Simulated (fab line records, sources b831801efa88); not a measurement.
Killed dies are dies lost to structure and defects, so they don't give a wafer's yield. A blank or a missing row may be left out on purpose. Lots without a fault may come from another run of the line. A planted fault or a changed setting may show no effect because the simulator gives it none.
A struck lot beside a sound one | flow sfq_line | 32 steps out of a route of 325
Sound: wafers L772.4, L772.5, L772.6. Struck: wafers L782.2, L782.4. The cause comes at the end.
At each step with rows: each side's tool, then ch and its chambers, then its first start. Under that, the readings that differ: sound wafers | struck wafers | difference of the means | sigmas: that difference in standard deviations of wafers without a fault.
alike: readings whose means differ by less than 2 such deviations, and words and numbers that are the same on both sides. not compared: withheld readings, readings that some wafer has no value for, bounds like >300 that may hide the same value, and numbers for which the record gives no deviation and whose values overlap.
The two part at a step that has a row with sigmas, a row that says differs or no value, or rows on one side only. Numbers that don't overlap but have no deviation are shown without sigmas and don't part them. A reading that every wafer of one side lacks parts them only if that side has two wafers or more.

SFQ_INCOMING_BOW_MEAS_900:
  sound on film_metro-04, day 1 10:04; struck on film_metro-03, day 3 12:01
  alike: INCOMING_BOW
then, 1 step without rows for these wafers: SFQ_TRILAYER_INCOMING_OXIDATION_002 (target thk 500 nm, ox time 4939 s).
SFQ_TRILAYER_L0_DEP_SPUTTER_003: material MoNx KI, target thk 40 nm, time 100 s.
  sound on pvd_sputter-03, day 1 12:29; struck on pvd_sputter-03, day 3 14:29
  reading                                                  | sound             | struck      | difference | sigmas
  model.MoNx_KI_of_TRILAYER_L0_DEP_SPUTTER_003.thk_nm (nm) | 39.37 39.51 38.81 | 51.34 50.43 | +11.66     |
  alike: cathode_dc_power_W, throttle_valve_pct
SFQ_L0_RS_MEAS_901: measures by four-point-probe.
  sound on film_metro-04, day 1 12:37; struck on film_metro-01, day 3 14:35
  reading                | sound          | struck    | difference | sigmas
  L0_MONX_KI_RS (ohm/sq) | 44.2 44.0 44.9 | 33.8 34.5 | -10.2      | -17
SFQ_L0_THK_MEAS_902: measures by xrf.
  sound on film_metro-04, day 1 12:43; struck on film_metro-01, day 3 14:41
  reading             | sound          | struck    | difference | sigmas
  L0_MONX_KI_THK (nm) | 39.6 39.5 38.9 | 51.3 50.6 | +11.6      | +21
then, 6 steps without rows for these wafers: SFQ_TRILAYER_L0_LITHO_COAT_010 (resist thk 62 nm); SFQ_TRILAYER_L0_LITHO_COAT_005 (resist thk 600 nm); SFQ_TRILAYER_L0_LITHO_SOFTBAKE_009; SFQ_TRILAYER_L0_LITHO_EXPOSE_006 (exposes mask L0, target cd 2000 nm); SFQ_TRILAYER_L0_LITHO_PEB_008 (peb time 60 s); SFQ_TRILAYER_L0_LITHO_DEVELOP_007 (time 60 s).
-- the record jumps here: 3 days lie between the struck wafers' starts before and after --
SFQ_TRILAYER_L0_BARC_OPEN_METAL_ETCH_010: etches BARC in O2, target depth 125 nm, time 41.7 s.
  sound on rie_metal-03 ch 0,1, day 4 07:43; struck on rie_metal-04 ch 0,1, day 6 03:44
  reading                     | sound       | struck  | difference | sigmas
  drypump_motor_current_A (A) | 6.6 6.6 6.3 | 5.7 5.5 | -0.9       | -2
  alike: bias_w, oes_product_au
  not compared: rf_hours_counter_h
SFQ_TRILAYER_L0_ETCH_METAL_ETCH_008: etches MoNx KI in SF6/O2, stops on SiO2, target depth 50 nm, time 25 s.
  sound on rie_metal-03 ch 0,1, day 4 07:47; struck on rie_metal-04 ch 0,1, day 6 03:48
  reading                     | sound             | struck      | difference | sigmas
  drypump_motor_current_A (A) | 6.6 6.6 6.2       | 5.7 5.5     | -0.9       | -2
  oes_product_au (a.u.)       | 0.861 0.875 0.858 | 0.983 0.977 | +0.115     | +15
  alike: bias_w
  not compared: rf_hours_counter_h
SFQ_TRILAYER_L0_STRIP_STRIP_009: strips in O2.
  sound on rie_metal-03 ch 0,1, day 4 08:01; struck on rie_metal-04 ch 0,1, day 6 03:51
  reading                     | sound       | struck  | difference | sigmas
  drypump_motor_current_A (A) | 6.6 6.6 6.2 | 5.7 5.5 | -0.9       | -2
  alike: oes_product_au
  not compared: rf_hours_counter_h
then, 8 steps without rows for these wafers: SFQ_TRILAYER_L0_STRIP_SOLV_CLEAN_010 (cleans in NMP, time 600 s); SFQ_TRILAYER_L0_CAP_PECVD_011 (deposits SiO2 from SiH4/N2O, time 13.333 s, target thk 60 nm); SFQ_TRILAYER_L0_VIA_LITHO_COAT_018 (resist thk 62 nm); SFQ_TRILAYER_L0_VIA_LITHO_COAT_013 (resist thk 650 nm); SFQ_TRILAYER_L0_VIA_LITHO_SOFTBAKE_017; SFQ_TRILAYER_L0_VIA_LITHO_EXPOSE_014 (exposes mask L0V, target cd 700 nm); SFQ_TRILAYER_L0_VIA_LITHO_PEB_016 (peb time 60 s); SFQ_TRILAYER_L0_VIA_LITHO_DEVELOP_015 (time 60 s).
-- the record jumps here: 4 days lie between the struck wafers' starts before and after --
SFQ_L0V_OVL_MEAS_903:
  sound on overlay-01, day 6 21:15; struck on overlay-01, day 9 17:40
  alike: L0V_OVL
SFQ_TRILAYER_L0_VIA_BARC_OPEN_VIA_ETCH_021: etches BARC in O2, target depth 125 nm, time 41.7 s.
  sound on rie_diel-01 ch 0,1,2, day 6 21:16; struck on rie_diel-03 ch 0,2, day 9 17:41
  alike: bias_w, drypump_motor_current_A, oes_product_au
  not compared: rf_hours_counter_h
SFQ_TRILAYER_L0_VIA_ETCH_VIA_ETCH_016: etches SiO2 in CHF3, stops on MoNx KI, target depth 80 nm.
  sound on rie_diel-01 ch 0,1,2, day 6 21:18; struck on rie_diel-03 ch 0,2, day 9 17:44
  alike: bias_w, drypump_motor_current_A, oes_product_au
then, 3 steps without rows for these wafers: SFQ_TRILAYER_L0_VIA_STRIP_STRIP_017 (strips in O2); SFQ_TRILAYER_L0_VIA_STRIP_SOLV_CLEAN_018 (cleans in NMP, time 600 s); SFQ_TRILAYER_M0_DEP_PRE_CLEAN_020 (time 15 s).
SFQ_TRILAYER_M0_DEP_SPUTTER_019: material Nb, target thk 200 nm, time 133.3 s.
  sound on pvd_sputter-04, day 6 22:45; struck on pvd_sputter-05, day 9 19:11
  alike: cathode_dc_power_W, throttle_valve_pct
SFQ_M0_RS_MEAS_904: measures by four-point-probe.
  sound on film_metro-02, day 6 22:54; struck on film_metro-03, day 9 19:17
  alike: M0_NB_RS
then, 1 step without rows for these wafers: SFQ_TRILAYER_M0_LITHO_COAT_026 (resist thk 62 nm).
-- the record jumps here: 72 days lie between the struck wafers' starts before and after --
SFQ_M8_BOW_MEAS_951:
  sound on film_metro-04, day 77 02:29; struck on film_metro-04, day 81 23:19
  reading               | sound             | struck      | difference | sigmas
  model.etest.l0.ohm_sq | 44.18 44.02 44.82 | 33.88 34.49 | -10.16     |
  alike: M8_BOW
  not compared: model.etest.l0v.link_ohm, model.etest.l0.ohm_um

WHERE THEY PART
First at SFQ_L0_RS_MEAS_901; last, within this record, at SFQ_TRILAYER_L0_STRIP_STRIP_009. Later steps at which nothing parts them and some readings are alike: SFQ_L0V_OVL_MEAS_903, SFQ_TRILAYER_L0_VIA_BARC_OPEN_VIA_ETCH_021, SFQ_TRILAYER_L0_VIA_ETCH_VIA_ETCH_016, SFQ_TRILAYER_M0_DEP_SPUTTER_019, SFQ_M0_RS_MEAS_904, SFQ_M8_BOW_MEAS_951.

WHY: what the simulator had put in
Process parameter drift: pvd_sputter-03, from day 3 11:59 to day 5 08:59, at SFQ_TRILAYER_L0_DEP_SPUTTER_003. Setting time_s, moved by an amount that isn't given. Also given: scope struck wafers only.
